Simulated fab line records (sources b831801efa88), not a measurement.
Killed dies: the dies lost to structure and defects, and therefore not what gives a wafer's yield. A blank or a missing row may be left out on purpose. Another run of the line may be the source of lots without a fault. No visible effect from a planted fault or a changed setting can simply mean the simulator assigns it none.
One fault through the eyes of 2 desks + flow gf180mcu + numbers are kept per desk, each desk with only its own; the story behind them comes last

== THE TOOL OWNER'S DESK: lpcvd-02 ==
The tool's own readings at GF_POLY_GATE_CVD_00 (deposits poly-Si, target thk 200 nm, time 1200 s): means of the sampled wafers that have a number, for each lot that ran on this tool. If a lot's mean is further than 4 standard deviations from the usual mean, the lot is out of limits and carries the mark OUT (the distance appears in the brackets). Of its 9 readings 7 are shown: the one that was out of limits first, and those that lie furthest out on some lot.
Columns: A = spikeTcBottomC at GF_POLY_GATE_CVD_00, usual 643 C; B = spikeTcCentreC at GF_POLY_GATE_CVD_00, usual 621.1 C; C = spikeTcLowerC at GF_POLY_GATE_CVD_00, usual 620.3 C; D = spikeTcTopC at GF_POLY_GATE_CVD_00, usual 638.3 C; E = spikeTcUpperC at GF_POLY_GATE_CVD_00, usual 619.2 C; F = susceptorTempC at GF_POLY_GATE_CVD_00, usual 619.9 C; G = zonePowerLowerPct at GF_POLY_GATE_CVD_00, usual 8.91 %
| lot  | first seen here | A              | B               | C               | D               | E               | F                       | G                |
|------|-----------------|----------------|-----------------|-----------------|-----------------|-----------------|-------------------------|------------------|
| L987 | day 8 11:10     | 644            | 622.2           | 621.1           | 635.9           | 617.7           | 620.2                   | 8.72             |
| L989 | day 9 01:07     | 642            | 620.5           | 621.1           | 634.0           | 616.8           | 620.3                   | 8.84             |
| L991 | day 9 15:14     | 647            | 621.5           | 620.0           | 638.2           | 620.5           | 619.7                   | 9.13             |
| L992 | day 9 22:22     | 648            | 622.3           | 619.5           | 639.5           | 619.7           | 619.6                   | 9.15             |
| L103 | day 13 02:49    | 646            | 621.3           | 620.0           | 640.1           | 618.4           | 619.8                   | 9.09             |
| L106 | day 13 22:38    | 647            | 621.2           | 619.2           | 639.4           | 619.9           | 619.9                   | 9.14             |
| L107 | day 14 04:40    | 678 (+8.3) OUT | 653.5 (+23) OUT | 650.5 (+27) OUT | 668.5 (+18) OUT | 650.0 (+16) OUT | 650.9 (+99 or more) OUT | 10.05 (+6.0) OUT |
| L108 | day 14 16:25    | 677 (+8.0) OUT | 652.1 (+22) OUT | 650.0 (+27) OUT | 669.0 (+18) OUT | 649.9 (+16) OUT | 651.2 (+99 or more) OUT | 10.06 (+6.1) OUT |
Finding of this desk: L107, L108 out of limits; the first was L107 at day 14 04:40, on spikeTcBottomC at GF_POLY_GATE_CVD_00. Within limits: L987, L989, L991, L992, L103, L106.

== THE METROLOGY DESK ==
What the gauges read, lot by lot, whatever tool the lot ran on: means of the sampled wafers that have a number. If a lot's mean is further than 4 standard deviations from the usual mean, the lot is out of limits and carries the mark OUT (the distance appears in the brackets).
Columns: A = STI_OXIDATION_01_THK at GF_STI_THK_MEAS_22, usual 15.07 nm; B = POLY_GATE_CVD_00_THK at GF_POLY_GATE_THK_MEAS_01, usual 199.4 nm; C = SAB_OVL at GF_SAB_OVL_MEAS_10, usual 0.4 nm
| lot  | first seen here | A     | B               | C    |
|------|-----------------|-------|-----------------|------|
| L987 | day 2 03:59     | 15.23 | 199.6           | -1.7 |
| L989 | day 2 13:38     | 15.11 | 196.3           | 0.5  |
| L991 | day 2 23:43     | 15.10 | 202.0           | 1.4  |
| L992 | day 3 04:53     | 15.26 | 199.2           | 0.7  |
| L994 | day 3 15:40     | 15.20 | 197.2           | 2.2  |
| L997 | day 4 09:02     | 14.91 | 203.0           | -0.4 |
| L998 | day 4 12:40     | 14.94 | 200.3           | -0.1 |
| L103 | day 5 13:34     | 15.39 | 197.8           | -0.8 |
| L106 | day 6 04:48     | 15.06 | 198.5           | 1.8  |
| L107 | day 6 11:02     | 15.38 | 390.0 (+87) OUT | -    |
| L108 | day 6 17:27     | 15.16 | 390.1 (+87) OUT | -    |
| L110 | day 7 03:38     | 15.29 | 196.4           | -0.2 |
This desk reports L107, L108 out of limits; the earliest was L107 at day 14 06:01 (POLY_GATE_CVD_00_THK at GF_POLY_GATE_THK_MEAS_01). Within limits: L987, L989, L991, L992, L994, L997, L998, L103, L106, L110.

== ALL TOGETHER ==
The tool owner's desk could have raised an alarm at day 14 04:40, on L107, L108.
Metrology desk: alarm possible at day 14 06:01 on L107, L108.
Every lot named ran GF_POLY_GATE_CVD_00 on lpcvd-02.

== WHAT WAS PUT IN BY THE SIMULATOR ==
lpcvd-02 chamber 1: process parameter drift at GF_POLY_GATE_CVD_00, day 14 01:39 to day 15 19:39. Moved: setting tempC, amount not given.
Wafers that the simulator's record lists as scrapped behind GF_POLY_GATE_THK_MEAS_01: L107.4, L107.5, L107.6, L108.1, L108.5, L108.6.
Lots struck among those shown: L107, L108.
Fault start to first reading out of limits, in hours, per desk: tool owner, 3; metrology, 4.
